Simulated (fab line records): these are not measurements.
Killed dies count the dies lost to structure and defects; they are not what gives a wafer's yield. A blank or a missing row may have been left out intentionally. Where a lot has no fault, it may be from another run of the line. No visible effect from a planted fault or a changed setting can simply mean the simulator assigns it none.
2 desks looking at one fault + flow sky130 + each desk holds nothing but its own numbers, with what lay behind them at the end

== DESK OF THE TOOL OWNER: rieDiel-04 ==
The tool's own readings at SKY_METAL3_ETCH_17 (etches SiO2 in C4F8/O2/Ar, stops on TiN, time 3.9 s, target depth 15 nm): means of the sampled wafers that have a number, for each lot that ran on this tool. The brackets show how far a lot's mean lies from the usual mean; more than 4 standard deviations puts the lot out of limits, marked OUT.
Columns: A = oesProductAu at SKY_METAL3_ETCH_17, usual 0.757 a.u.
| lot  | first seen here | A     |
|------|-----------------|-------|
| L428 | day 41 10:32    | 0.758 |
| L432 | day 42 07:40    | 0.760 |
| L433 | day 42 17:33    | 0.757 |
| L443 | day 45 13:06    | 0.754 |
This desk found nothing out of limits on any of the 4 lots.

== THE METROLOGY DESK ==
Means of the sampled wafers that have a number, per lot and without regard to the tool the lot ran on: this is what the gauges read. The brackets show how far a lot's mean lies from the usual mean; more than 4 standard deviations puts the lot out of limits, marked OUT.
Columns: A = cdNm at SKY_METAL3_CD_MEAS_13, usual 300.0 nm; B = METAL3_OVL at SKY_METAL3_OVL_MEAS_14, usual 1 nm
| lot  | first seen here | A     | B  |
|------|-----------------|-------|----|
| L421 | day 38 20:41    | 299.1 | 6  |
| L428 | day 41 10:07    | 301.6 | -8 |
| L432 | day 42 07:24    | 298.6 | 12 |
| L433 | day 42 17:17    | 301.6 | -3 |
| L437 | day 43 15:24    | 299.0 | 1  |
| L443 | day 45 12:50    | 299.0 | 10 |
| L444 | day 45 17:43    | 300.4 | -2 |
This desk found nothing out of limits on any of the 7 lots.

== BROUGHT TOGETHER ==
The desk of the tool owner found nothing out of limits.
From the metrology desk's view, nothing was out of limits.

== WHAT HAD BEEN PUT IN BY THE SIMULATOR ==
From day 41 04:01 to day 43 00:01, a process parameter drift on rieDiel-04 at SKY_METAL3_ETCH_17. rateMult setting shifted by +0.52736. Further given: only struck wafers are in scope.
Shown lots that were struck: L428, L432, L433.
